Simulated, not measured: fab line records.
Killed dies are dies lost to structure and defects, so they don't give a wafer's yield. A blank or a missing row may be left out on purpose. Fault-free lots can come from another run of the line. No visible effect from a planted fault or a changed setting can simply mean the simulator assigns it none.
fab line records	flow sky130
[record] lots = 14	wafers = 40	last-day = 51
route steps=708 shown VIA4@659 METAL5@675 PASSIVATION@692
lots untouched by any fault: they come from a run of this same line in which no faults occurred
start-h: hours from the record's opening day to when the first of the lot's shown wafers began	wait-h: hours from the lot's prior step to this one	" unchanged from the row above	L1.1+2: a row that stands for several wafers	- no value, or no start was given	* or withheld: withheld	< > ~ a bound
route shown NAME@n: names a module that has steps shown in the file, with the first one's number in the route	usual: the fault-free wafers' mean and standard deviation	same: alike in all rows	chamber/n: place in a boat	sites: per-site readings	_std_site: standard deviation of those values	_edge_site: the outer-site mean with the inner-site mean subtracted	radius-mm: for every site, how far away it sits from the centre of the wafer	mask NAME#n: copy n	behind: the tool/chamber that last shaped the wafer	hold: what put the lot on hold/how long, in hours/how the hold closed	device: whichever transistor did not switch (one of n, p or np)	end of line: tests of these same wafers at the route's end	a step without rows: its recipe alone	killed: the dies lost at the first sort to structure and to defects; this is not the yield of the wafer	map: shows each die of a wafer: x if killed, . if not, _ if none is there
set.NAME: the setting that was run; set.NAME@STEP: the one run at that earlier step	model.NAME: the simulator's own value behind a step, which no gauge read
route steps across a sampled set of lots; one table per step, one row per wafer
services: the hour from which a tool's chamber was out of use, counted from the record's first day as start-h (under 0 if before that day), plus the number of hours and why
[[steps]]
[step SKY_VIA4_THK_MEAS_20]
[recipe] thk-meas-gauge = xrf	reads = W_of_VIA4_CVD_18
[usual] VIA4_W_THK = 509/8.5
lot.wafer	tool	chamber	start-h	wait-h	VIA4_W_THK[nm]
L309.1	film-metro-01	-	1050.25	0.1	520
L309.4	"	-	"	"	524
L309.6	"	-	"	"	518
L312.1	film-metro-04	-	1064.08	0.1	506
L312.3	"	-	"	"	504
L312.6	"	-	"	"	510
L313.3	film-metro-01	-	1064.66	0.1	505
L313.5	"	-	"	"	520
L313.6	"	-	"	"	502
L315.1	film-metro-04	-	1071.71	0.1	509
L315.2	"	-	"	"	488
L315.3	"	-	"	"	503
L317.2	film-metro-03	-	1087.88	0.1	512
L317.4	"	-	"	"	513
L317.6	"	-	"	"	520
L318.4	film-metro-01	-	1090.74	0.1	517
L321.3	film-metro-01	-	1111.17	0.1	511
L321.4	"	-	"	"	521
L321.6	"	-	"	"	520
L322.3	film-metro-04	-	1116.52	0.1	499
L322.4	"	-	"	"	512
L322.5	"	-	"	"	509
L324.3	film-metro-01	-	1128.16	0.1	502
L324.4	"	-	"	"	516
L324.5	"	-	"	"	508
L325.1	film-metro-03	-	1130.42	0.1	514
L325.3	"	-	"	"	516
L325.6	"	-	"	"	517
L326.1	film-metro-03	-	1133.75	0.1	500
L326.5	"	-	"	"	509
L326.6	"	-	"	"	504
L327.2	film-metro-03	-	1136.02	0.1	506
L327.3	"	-	"	"	513
L327.4	"	-	"	"	489
L328.2	film-metro-03	-	1150.50	0.1	511
L328.3	"	-	"	"	511
L328.4	"	-	"	"	520
L331.1	film-metro-04	-	1165.26	0.1	509
L331.3	"	-	"	"	500
L331.4	"	-	"	"	504
[step SKY_METAL5_DESCUM_14]
[recipe] chemistry = O2	source-power-w = 150	bias-power-w = 0	pressure-mtorr = 10	temp-c = 40	time-s = 11
[usual] drypump-motor-current-A = 5.4/0.3	oes-product-au = 1.003/0.01
[same] bias-power-w = 0
lot.wafer	tool	chamber	start-h	wait-h	drypump-motor-current-A	oes-product-au	rf-hours-counter-h
L309.1	rie-metal-02	0	1073.02	0.1	5.2	1.016	15
L309.4	"	0	"	"	5.2	1.011	-
L309.6	"	1	"	"	5.7	1.011	-
L312.1	rie-metal-04	0	1086.53	0.1	5.2	0.994	16
L312.3	"	0	"	"	5.1	0.997	-
L312.6	"	0	"	"	5.2	0.997	-
L313.3	rie-metal-03	0	1087.49	0.1	5.0	1.012	-
L313.5	"	1	"	"	5.6	1.008	-
L313.6	"	0	"	"	5.0	1.014	-
L315.1	rie-metal-04	1	1093.58	0.1	5.8	0.996	21
L315.2	"	0	"	"	5.2	0.997	16
L315.3	"	0	"	"	5.2	1.006	-
L317.2	rie-metal-04	1	1109.18	0.1	5.8	0.981	22
L317.4	"	1	"	"	5.9	0.981	-
L317.6	"	1	"	"	5.8	0.975	-
L318.4	rie-metal-02	0	1112.40	0.1	5.2	1.011	-
L321.3	rie-metal-04	1	1132.05	0.1	5.9	0.980	-
L321.4	"	0	"	"	5.2	1.001	-
L321.6	"	0	"	"	5.2	1.004	-
L322.3	rie-metal-02	1	1137.64	0.1	5.7	1.000	-
L322.4	"	0	"	"	5.2	1.017	-
L322.5	"	1	"	"	5.7	0.999	-
L324.3	rie-metal-02	0	1148.50	0.1	5.2	1.021	-
L324.4	"	1	"	"	5.7	1.008	-
L324.5	"	1	"	"	5.7	1.007	-
L325.1	rie-metal-02	0	1150.57	0.1	5.2	1.024	21
L325.3	"	0	"	"	5.2	1.017	-
L325.6	"	0	"	"	5.2	1.014	-
L326.1	rie-metal-02	1	1153.62	0.1	5.7	1.015	28
L326.5	"	1	"	"	5.7	1.011	-
L326.6	"	0	"	"	5.2	1.010	-
L327.2	rie-metal-03	0	1155.67	0.1	5.0	0.995	23
L327.3	"	1	"	"	5.6	1.001	-
L327.4	"	0	"	"	5.0	0.994	-
L328.2	rie-metal-02	0	1169.27	0.1	5.2	1.010	23
L328.3	"	0	"	"	5.2	1.014	-
L328.4	"	1	"	"	5.7	1.012	-
L331.1	rie-metal-03	0	1184.08	0.1	5.0	1.008	26
L331.3	"	0	"	"	5.0	1.015	-
L331.4	"	1	"	"	5.6	1.012	-
[step SKY_METAL5_STRIP_16]
[recipe] chemistry = O2/N2	power-w = 1400	pressure-mtorr = 1500	platen-temp-c = withheld	o2-flow-sccm = 3000	n2-flow-sccm = 300	overash-fraction = 0.5
[usual] drypump-motor-current-A = 5.6/0.53	oes-product-au = 0.710/0.0045	strip-time-to-endpoint-s = 13.02/0.14
lot.wafer	tool	chamber	start-h	wait-h	drypump-motor-current-A	oes-product-au	rf-hours-counter-h	strip-time-to-endpoint-s
L309.1	plasma-asher-01	0	1073.29	0.2	5.3	0.708	1	12.92
L309.4	"	0	"	"	5.3	0.703	-	12.86
L309.6	"	1	"	"	6.4	0.716	-	12.81
L312.1	plasma-asher-01	1	1086.80	0.2	6.4	0.701	2	13.12
L312.3	"	0	"	"	5.3	0.714	-	13.17
L312.6	"	0	"	"	5.2	0.713	-	13.14
L313.3	plasma-asher-02	1	1087.94	0.3	5.2	0.711	-	13.05
L313.5	"	1	"	"	5.2	0.713	-	13.15
L313.6	"	0	"	"	5.2	0.703	-	13.11
L315.1	plasma-asher-01	0	1093.85	0.2	5.3	0.714	3	13.23
L315.2	"	1	"	"	6.3	0.711	3	13.03
L315.3	"	0	"	"	5.2	0.705	-	13.07
L317.2	plasma-asher-02	1	1109.45	0.2	5.2	0.714	98	13.26
L317.4	"	0	"	"	5.2	0.714	-	13.16
L317.6	"	1	"	"	5.2	0.716	-	13.28
L318.4	plasma-asher-04	0	1112.69	0.1	6.3	0.706	-	12.90
L321.3	plasma-asher-02	0	1132.34	0.1	5.2	0.709	-	13.25
L321.4	"	1	"	"	5.2	0.710	-	13.14
L321.6	"	1	"	"	5.2	0.712	-	13.12
L322.3	plasma-asher-04	0	1137.93	0.1	6.4	0.713	-	12.83
L322.4	"	1	"	"	6.0	0.712	-	12.81
L322.5	"	1	"	"	6.0	0.710	-	12.92
L324.3	plasma-asher-02	0	1148.79	0.1	5.1	0.709	-	12.88
L324.4	"	1	"	"	5.2	0.717	-	13.02
L324.5	"	0	"	"	5.2	0.712	-	12.91
L325.1	plasma-asher-01	0	1150.84	0.2	5.3	0.714	8	12.82
L325.3	"	1	"	"	6.4	0.719	-	12.96
L325.6	"	0	"	"	5.2	0.711	-	12.86
L326.1	plasma-asher-02	1	1153.89	0.2	5.2	0.710	103	12.91
L326.5	"	1	"	"	5.2	0.713	-	12.87
L326.6	"	0	"	"	5.2	0.709	-	12.81
L327.2	plasma-asher-01	0	1155.94	0.2	5.3	0.711	9	13.00
L327.3	"	1	"	"	6.4	0.710	-	12.89
L327.4	"	0	"	"	5.3	0.713	-	13.06
L328.2	plasma-asher-01	0	1169.54	0.2	5.2	0.709	10	13.09
L328.3	"	1	"	"	6.3	0.716	-	12.92
L328.4	"	0	"	"	5.2	0.718	-	13.15
L331.1	plasma-asher-01	0	1184.35	0.2	5.3	0.701	11	13.05
L331.3	"	1	"	"	6.4	0.709	-	13.08
L331.4	"	0	"	"	5.3	0.710	-	13.04
[step SKY_PASSIVATION_ETCH_11]
[recipe] chemistry = CF4/O2	target-depth-nm = 725	stop-on = AlCu	source-w = 800	bias-w = 150	pressure-mtorr = 150	cf4-flow-sccm = 80	O2_flow_sccm = 10	time-s = 161.1
[usual] drypump-motor-current-A = 5.7/0.48	oes-product-au = 0.978/0.0076	throttle-valve-pct = 5.964/0.0093
lot.wafer	tool	chamber	start-h	wait-h	drypump-motor-current-A	oes-product-au	rf-hours-counter-h	throttle-valve-pct
L309.1	rie-diel-03	2	1095.73	-	5.7	0.969	10	5.964
L309.4	"	0	"	"	5.9	0.975	10	5.965
L309.6	"	2	"	"	5.6	0.986	-	5.959
L312.1	rie-diel-02	1	1108.36	-	5.5	0.970	13	5.967
L312.3	"	3	"	"	6.0	0.974	20	5.964
L312.6	"	3	"	"	6.0	0.981	-	5.959
L313.3	rie-diel-03	1	1109.01	-	5.3	0.977	5	5.945
L313.5	"	2	"	"	5.6	0.995	-	5.973
L313.6	"	1	"	"	5.3	0.987	-	5.965
L315.1	rie-diel-02	1	1115.53	-	5.5	0.973	13	5.972
L315.2	"	0	"	"	6.2	0.972	24	5.967
L315.3	"	3	"	"	6.0	0.979	20	5.954
L317.2	rie-diel-02	2	1130.93	-	6.2	0.844	0	5.934
L317.4	"	3	"	"	6.0	0.986	21	5.970
L317.6	"	2	"	"	6.2	0.842	-	5.913
L318.4	rie-diel-02	2	1134.26	-	6.2	0.852	1	5.936
L321.3	rie-diel-03	3	1151.93	-	6.3	0.978	17	5.974
L321.4	"	0	"	"	5.9	0.991	12	5.959
L321.6	"	3	"	"	6.3	0.983	-	5.955
L322.3	rie-diel-04	3	1157.58	-	4.7	0.976	6	5.953
L322.4	"	0	"	"	5.8	0.970	21	5.971
L322.5	"	3	"	"	4.7	0.983	-	5.981
L324.3	rie-diel-04	2	1168.27	-	6.1	0.976	19	5.953
L324.4	"	0	"	"	5.7	0.981	21	5.981
L324.5	"	2	"	"	6.1	0.985	-	5.958
L325.1	rie-diel-04	1	1170.33	-	4.9	0.977	21	5.967
L325.3	"	2	"	"	6.2	0.974	19	5.966
L325.6	"	3	"	"	4.7	0.987	-	5.975
L326.1	rie-diel-03	3	1172.47	-	6.3	0.969	18	5.972
L326.5	"	1	"	"	5.3	0.998	-	5.963
L326.6	"	2	"	"	5.7	0.977	-	5.954
L327.2	rie-diel-03	2	1174.66	-	5.6	0.967	14	5.979
L327.3	"	1	"	"	5.3	0.965	7	5.969
L327.4	"	2	"	"	5.6	0.976	-	5.967
L328.2	rie-diel-04	2	1187.63	-	6.2	0.985	20	5.969
L328.3	"	0	"	"	5.7	0.970	22	5.957
L328.4	"	1	"	"	4.9	0.978	22	5.956
L331.1	rie-diel-04	3	1201.42	-	4.8	0.967	8	5.958
L331.3	"	0	"	"	5.7	0.979	22	5.956
L331.4	"	1	"	"	4.9	0.971	22	5.964
[step SKY_PASSIVATION_STRIP_12]
[recipe] chemistry = O2/N2	power-w = 1400	pressure-mtorr = 1500	platen-temp-c = withheld	overash-fraction = 0.7	o2-flow-sccm = 3000	n2-flow-sccm = 300
[usual] drypump-motor-current-A = 6.0/0.36	oes-product-au = 0.660/0.005	strip-time-to-endpoint-s = 31.52/0.16
lot.wafer	tool	chamber	start-h	wait-h	drypump-motor-current-A	oes-product-au	rf-hours-counter-h	strip-time-to-endpoint-s
L309.1	plasma-asher-01	0	1095.84	0.1	5.2	0.662	3	31.83
L309.4	"	1	"	"	6.4	0.666	-	31.70
L309.6	"	0	"	"	5.2	0.659	-	31.81
L312.1	plasma-asher-04	0	1108.47	0.1	6.4	0.650	70	31.39
L312.3	"	0	"	"	6.4	0.662	-	31.46
L312.6	"	1	"	"	6.0	0.666	-	31.51
L313.3	plasma-asher-03	0	1109.15	0.1	6.1	0.653	-	31.33
L313.5	"	1	"	"	6.1	0.671	-	31.43
L313.6	"	0	"	"	6.0	0.658	-	31.41
L315.1	plasma-asher-01	0	1115.64	0.1	5.3	0.666	5	31.36
L315.2	"	1	"	"	6.3	0.658	5	31.54
L315.3	"	0	"	"	5.3	0.656	-	31.27
L317.2	plasma-asher-01	1	1131.04	0.1	6.4	0.666	6	32.69
L317.4	"	1	"	"	6.3	0.662	-	31.30
L317.6	"	0	"	"	5.2	0.662	-	32.79
L318.4	plasma-asher-01	0	1134.40	0.1	5.3	0.663	-	32.92
L321.3	plasma-asher-03	0	1152.07	0.1	6.0	0.658	-	31.55
L321.4	"	1	"	"	6.1	0.663	-	31.53
L321.6	"	0	"	"	6.0	0.663	-	31.46
L322.3	plasma-asher-04	1	1157.72	0.1	6.0	0.664	-	31.49
L322.4	"	0	"	"	6.4	0.662	-	31.36
L322.5	"	0	"	"	6.4	0.660	-	31.45
L324.3	plasma-asher-03	0	1168.41	0.1	6.1	0.666	-	31.47
L324.4	"	1	"	"	6.1	0.667	-	31.74
L324.5	"	0	"	"	6.1	0.664	-	31.56
L325.1	plasma-asher-03	1	1170.44	0.1	6.1	0.665	43	31.76
L325.3	"	0	"	"	6.1	0.665	-	31.23
L325.6	"	1	"	"	6.1	0.666	-	31.56
L326.1	plasma-asher-04	1	1172.58	0.1	6.0	0.661	76	31.39
L326.5	"	1	"	"	6.0	0.664	-	31.28
L326.6	"	0	"	"	6.4	0.659	-	31.46
L327.2	plasma-asher-01	0	1174.77	0.1	5.2	0.655	11	31.52
L327.3	"	0	"	"	5.3	0.658	-	31.28
L327.4	"	1	"	"	6.4	0.654	-	31.46
L328.2	plasma-asher-03	0	1187.74	0.1	6.0	0.664	44	31.36
L328.3	"	1	"	"	6.1	0.663	-	31.78
L328.4	"	0	"	"	6.0	0.657	-	31.72
L331.1	plasma-asher-03	0	1201.53	0.1	6.1	0.664	46	31.39
L331.3	"	0	"	"	6.1	0.661	-	31.60
L331.4	"	1	"	"	6.0	0.655	-	31.70
[[services]]
tool	chamber	start-h	hours	kind
plasma-asher-01	-	1055.25	9.0	pm
plasma-asher-01	0	1055.25	9.0	vent-cycle
plasma-asher-01	1	1055.25	9.0	vent-cycle
rie-diel-02	-	1063.96	2.8	pm
plasma-asher-01	0	1064.25	-	clean
plasma-asher-01	1	1064.25	-	clean
rie-diel-02	2	1079.05	2.7	repair
plasma-asher-01	-	1084.03	2.5	repair
rie-diel-03	1	1113.43	18.9	repair
rie-diel-04	3	1129.32	6.4	repair
plasma-asher-03	-	1137.64	2.8	pm
plasma-asher-03	-	1158.95	4.1	repair
rie-diel-03	3	1172.97	5.1	repair
plasma-asher-01	-	1176.25	5.0	repair
rie-metal-04	1	1180.73	-	clean
rie-metal-04	1	1180.73	-	consumable-replace:focus-ring
rie-metal-02	1	1185.61	-	clean
rie-metal-02	1	1185.61	-	consumable-replace:focus-ring
rie-metal-02	1	1185.61	15.3	scheduled-down
rie-metal-02	1	1185.61	15.3	vent-cycle
rie-diel-03	2	1185.92	10.1	repair
rie-diel-03	0	1187.45	3.8	repair
rie-metal-04	-	1190.87	0.7	repair
plasma-asher-01	-	1197.80	2.5	repair
[[key]]
[first-sign] step = SKY_PASSIVATION_ETCH_11	reading = oes-product-au	direction = down	sigmas = 17	usual = 0.978	struck = 0.846
[effect] step = SKY_PASSIVATION_ETCH_11	reading = throttle-valve-pct	direction = down	sigmas = 4	usual = 5.964	struck = 5.927
[effect] step = SKY_PASSIVATION_STRIP_12	reading = strip-time-to-endpoint-s	direction = up	sigmas = 8.2	usual = *	struck = *
met-at SKY_PASSIVATION_ETCH_11
struck-lots L317,L318
struck-wafers L317.2,L317.6,L318.4
later-rows-left-out L317.2,L317.6,L318.4
sort-left-out L317.2,L317.6,L318.4
tester-left-out L318
not-acting-at SKY_VIA4_THK_MEAS_20,SKY_METAL5_DESCUM_14,SKY_METAL5_STRIP_16
[earlier-fault] kind = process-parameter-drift	tool = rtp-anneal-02	chamber = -	onset-h = 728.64	steps = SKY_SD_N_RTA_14	channel = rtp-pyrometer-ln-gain	offset = 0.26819	shape = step	end-h = 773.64
[fault] kind = process-parameter-drift	tool = rie-diel-02	chamber = 2	onset-h = 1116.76	steps = SKY_PASSIVATION_ETCH_11	channel = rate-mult	offset = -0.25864	shape = step	end-h = 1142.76
// tester-left-out: of these lots the tester's yield and bins aren't shown, on N5 and GAA mostly nor the transistor test; their killed dies are dies lost to structure and defects alone, not to doping, threshold or leakage, so they don't give the yield
// sort-left-out: the simulated sort isn't trusted on such a fault, so these wafers' sort isn't shown, and their yield isn't known
// later-rows-left-out: the simulator's readings of these wafers behind a module that went badly wrong aren't trusted and aren't shown, but for the sort
